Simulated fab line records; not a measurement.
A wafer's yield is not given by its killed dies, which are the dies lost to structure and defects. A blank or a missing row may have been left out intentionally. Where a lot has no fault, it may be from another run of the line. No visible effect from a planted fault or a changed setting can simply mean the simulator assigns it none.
A struck lot beside a sound one -- flow gf180mcu -- 15 out of 602 route steps
Sound: the wafers L491.1, L491.4, L491.6. Struck: wafer L506.5 (L506.2, L506.4, from the same lot, were not struck and are left out); the cause is given at the end.
Per side, at each step with rows, come the tool, then ch with its chambers, and then its first start. Under that, the readings that differ: sound wafers -- struck wafers -- difference of the means -- sigmas: that difference in standard deviations of wafers without a fault.
alike: same words and numbers on both sides, and readings whose means sit less than 2 such deviations apart. not compared: any withheld reading, any reading some wafer has no value for, any bound like >300 that may hide the same value, and any number with overlapping values for which the record gives no deviation.
Wherever a step has rows on one side only, a row that says differs or no value, or a row with sigmas, the two part there. Numbers that have no deviation but don't overlap get no sigmas and don't part them. A reading that every wafer of one side lacks parts them only if that side has two wafers or more.

GF_V2_OVL_MEAS_15:
  sound on overlay-01, day 20 09:48; struck on overlay-01, day 25 15:16
  alike: V2_OVL
GF_V2_ETCH_16: etches BARC in N2/H2.
  sound on rie_diel-03 ch 0,1, day 20 09:50; struck on rie_diel-02 ch 0, day 25 15:17
  alike: drypump_motor_current_A, n2_flow_sccm, oes_product_au, throttle_valve_pct
GF_V2_ETCH_17: etches SiO2 in C4F8/O2/Ar, stops on TiN, target depth 630 nm.
  sound on rie_diel-03 ch 0,1; struck on rie_diel-02 ch 0
  alike: oes_product_au
GF_V2_STRIP_18: strips in O2/N2.
  sound on plasma_asher-01 ch 0,1, day 20 09:58; struck on plasma_asher-02 ch 1, day 25 15:25
  alike: drypump_motor_current_A, heater_power_w, n2_flow_sccm, oes_product_au
  not compared: rf_hours_counter_h
then, 2 steps without rows for these wafers: GF_V2_STRIP_19 (strips in post etch residue remover, time 1200 s); GF_V2_CLEAN_20 (cleans in DIW).
GF_V2_SPUTTER_21: material Ti, target thk 15 nm, time 80.02 s.
  sound on pvd_sputter-02, day 20 10:30; struck on pvd_sputter-04, day 25 15:59
  alike: substrate_temp_c, throttle_valve_pct
GF_V2_SPUTTER_22: material TiN, target thk 10 nm, time 40 s.
  sound on pvd_sputter-02, day 20 10:34; struck on pvd_sputter-04, day 25 16:02
  alike: throttle_valve_pct
then, 1 step without rows for these wafers: GF_V2_CVD_23 (deposits W, target thk 350 nm, time 104.94 s).
GF_V2_RS_MEAS_24: measurement is done with a four-point probe.
  sound on film_metro-03, day 20 10:43; struck on film_metro-03, day 25 16:13
  alike: V2_W_RS
GF_V2_THK_MEAS_25: measures by xrf.
  sound on film_metro-03, day 20 10:50; struck on film_metro-03, day 25 16:20
  alike: V2_W_THK
then, 1 step without rows for these wafers: GF_V2_CMP_26 (polishes, stops on SiO2, t overpolish 15 s, target thk 0 nm).
GF_M3_SPUTTER_00: material Ti, target thk 37.5 nm, time 150 s.
  sound on pvd_sputter-01, day 20 11:12; struck on pvd_sputter-01, day 25 16:41
reading,sound,struck,difference,sigmas
model.Ti_of_M3_SPUTTER_00.thk_nm (nm),38.03 38.03 38.1,33.37,-4.68,
  alike: substrate_temp_c, throttle_valve_pct
then, 2 steps without rows for these wafers: GF_M3_SPUTTER_01 (material TiN, target thk 30 nm, time 25 s); GF_PASSIVATION_PROBE_99.

== WHERE THEY PART ==
Nowhere in this record.

WHY: what the simulator had put in
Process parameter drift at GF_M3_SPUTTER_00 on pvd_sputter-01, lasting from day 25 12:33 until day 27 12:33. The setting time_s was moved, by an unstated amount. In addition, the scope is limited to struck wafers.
